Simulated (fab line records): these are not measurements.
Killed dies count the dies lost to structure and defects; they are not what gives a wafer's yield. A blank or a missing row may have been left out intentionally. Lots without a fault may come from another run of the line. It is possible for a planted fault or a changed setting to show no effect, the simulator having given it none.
Code-filled problem report in 8D (eight disciplines) form || flow gf180mcu || the parts of the form that need people (team, actions taken, sign-off) are left out

## 1. PROBLEM STATEMENT
Mean V2_CVD_00_THK at GF_V2_THK_MEAS_01: 524 nm over 3 wafers in 3 lots; fault-free wafers: 599 nm, standard deviation 6.2. That is -12 standard deviations from the usual mean.
Seen first at day 23 20:21 on film metro-04, wafer L715.6. The record has a number at this step for 38 wafers belonging to 14 lots. By rule, "out" or "out of limits" means more than 4 standard deviations away from the usual mean. All remaining wafers that have a number are taken as sound.

## 2. WHAT IT IS, WHAT IT ISN'T
{"question": "which readings at this step", "is": "V2_CVD_00_THK", "is not": "-"}
{"question": "which lots", "is": "L715, L718, L719", "is not": "L703, L705, L706, L707, L708, L709, L710, L711, L713, L723, L725"}
{"question": "which wafers of those lots", "is": "L715.6, L718.3, L719.5", "is not": "L715.1, L715.4"}
{"question": "read on which gauges", "is": "film metro-04", "is not": "film metro-01, film metro-03"}
{"question": "when", "is": "from day 23 20:21", "is not": "up to then (29 sound wafers); but 6 sound wafers of L723, L725 came after"}

## 3. THE SUSPECTS, EACH WITH WHAT RULES IT OUT
Counting: any tool at a process step up to the reading remains a suspect provided it ran every lot that is out. Sound lots after the first of them don't rule it out here, since some wafers of a struck lot are sound.
- the gauge at GF_V2_THK_MEAS_01: kept. All the wafers that are out were read on film metro-04, and no step on other tools shows them out.
- hdpcvd-02 at GF_V2_CVD_00 (deposits SiO2, target thk 600 nm, time 100 s): kept. Every lot that is out went through it, the first being L715 (day 23 20:16); the last sound lot it ran before that was L711 (day 22 07:20).
- In hdpcvd-02 at GF_V2_CVD_00, the wafers that are out were processed in chamber 0 and their sound lot-mates in chambers 1, 2.
After counting, hdpcvd-02 at GF_V2_CVD_00 and film metro-04 at GF_V2_THK_MEAS_01 remain.

## 4. THE CAUSE (what the simulator had put in)
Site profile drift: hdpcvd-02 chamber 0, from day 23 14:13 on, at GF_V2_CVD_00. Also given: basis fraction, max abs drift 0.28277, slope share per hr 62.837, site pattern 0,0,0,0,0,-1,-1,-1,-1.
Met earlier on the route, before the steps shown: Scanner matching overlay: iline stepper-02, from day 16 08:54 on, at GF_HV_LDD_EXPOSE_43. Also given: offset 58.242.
After counting, 2 suspects remain, this tool included.

## 5. SEQUENCE OF EFFECTS, ordered by route
Each row: a reading where the mean over the struck wafers with a number is more than 3 standard deviations away from the usual. Readings are gone through only where the record gives a usual standard deviation; hours: the median, over the lots, of the time from a lot's start at the first step in this table giving one to that lot's start at this step; sigmas: the change measured in usual standard deviations.
{"hours": 0, "step": "GF_V2_THK_MEAS_01", "reading": "V2_CVD_00_THK", "usual": "599 nm", "on struck wafers": 524, "change": -75, "sigmas": -12}
Later measuring or inspecting steps at which every struck wafer that the step has a row for has a number for every such reading, and none has moved that far: GF_V2_THK_MEAS_03.

## 6. HOW IT WOULD HAVE BEEN CAUGHT EARLIER
6 hours passed between the start of the fault at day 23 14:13 and the first reading out of limits at a measuring or inspecting step in this record, taken at day 23 20:21.
No tool reading at GF_V2_CVD_00 that has a usual standard deviation in the record was out on any struck wafer, so an alarm limit of 4 standard deviations on those readings would not have fired.
Lots out: 3; of these, L718, L719 started GF_V2_CVD_00 on hdpcvd-02 after day 23 20:21. A hold on the tool at that time would have spared those 2.
